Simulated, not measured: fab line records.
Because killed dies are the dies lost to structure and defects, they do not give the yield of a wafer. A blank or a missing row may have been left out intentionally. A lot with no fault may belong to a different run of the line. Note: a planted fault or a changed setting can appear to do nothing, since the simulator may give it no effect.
A single fault, viewed from 2 desks | flow sky130 | numbers are kept per desk, each desk with only its own; the story behind them comes last

== FOR THE TOOL OWNER'S DESK: krfScanner-02 ==
The tool's own readings at SKY_LI_CONTACT_EXPOSE_09 (exposes mask LICM1, target cd 170 nm): means of the sampled wafers that have a number, for each lot that ran on this tool. A lot is out of limits, marked OUT, if its mean lies more than 4 standard deviations from the usual mean; the brackets give that distance.
Columns: A = exposureDoseMJCm2 at SKY_LI_CONTACT_EXPOSE_09, usual 37.94
lot  | first seen here | A
L566 | day 29 14:48    | 37.95
L568 | day 30 16:16    | 38.09 (+4.6) OUT
L577 | day 33 13:54    | 37.94
L578 | day 33 19:14    | 37.91
L580 | day 34 08:29    | 37.96
L584 | day 36 02:07    | 37.94
This desk's verdict: out of limits on L568, starting with L568 at day 30 16:16 (exposureDoseMJCm2 at SKY_LI_CONTACT_EXPOSE_09). In limits: L566, L577, L578, L580, L584.

== AT THE METROLOGY DESK ==
Means of the sampled wafers that have a number, per lot and without regard to the tool the lot ran on: this is what the gauges read. A lot is out of limits, marked OUT, if its mean lies more than 4 standard deviations from the usual mean; the brackets give that distance.
Columns: A = LOCAL_INTERCONNECT_TIN_RS at SKY_LOCAL_INTERCONNECT_RS_MEAS_01, usual 14.20 ohm/sq; B = cdNm at SKY_LOCAL_INTERCONNECT_CD_MEAS_11, usual 170.5 nm
lot  | first seen here | A     | B
L564 | day 30 03:29    | 14.31 | 171.1
L566 | day 30 06:14    | 14.35 | 170.1
L568 | day 31 06:09    | 14.19 | 170.6
L577 | day 34 04:28    | 14.35 | 169.3
L578 | day 34 10:25    | 14.17 | 174.7
L579 | day 34 13:41    | 14.13 | 168.4
L580 | day 34 22:25    | 14.32 | 171.1
L581 | day 35 00:59    | 14.07 | 171.7
L582 | day 35 09:41    | 14.12 | 170.9
L583 | day 35 18:51    | 14.27 | 167.2
L584 | day 36 17:02    | 14.33 | 170.0
L585 | day 36 17:44    | 14.14 | 169.2
L586 | day 36 18:00    | 14.51 | 172.8
This desk's finding: nothing out of limits on any of the 13 lots.

== TAKEN TOGETHER ==
An alarm could have come from the tool owner's desk at day 30 16:16, on L568.
Nothing out of limits was seen by the metrology desk.
The metrology desk holds a record of L568, inside its limits.
On krfScanner-02, each named lot ran SKY_LI_CONTACT_EXPOSE_09.

== WHAT THE SIMULATOR PUT IN ==
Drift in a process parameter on krfScanner-02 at SKY_LI_CONTACT_EXPOSE_09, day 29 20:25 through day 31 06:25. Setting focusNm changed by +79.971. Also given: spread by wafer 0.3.
Lots struck among those shown: L568.
Each desk's first reading out of limits, in hours after the fault started: the tool owner's desk, 20.
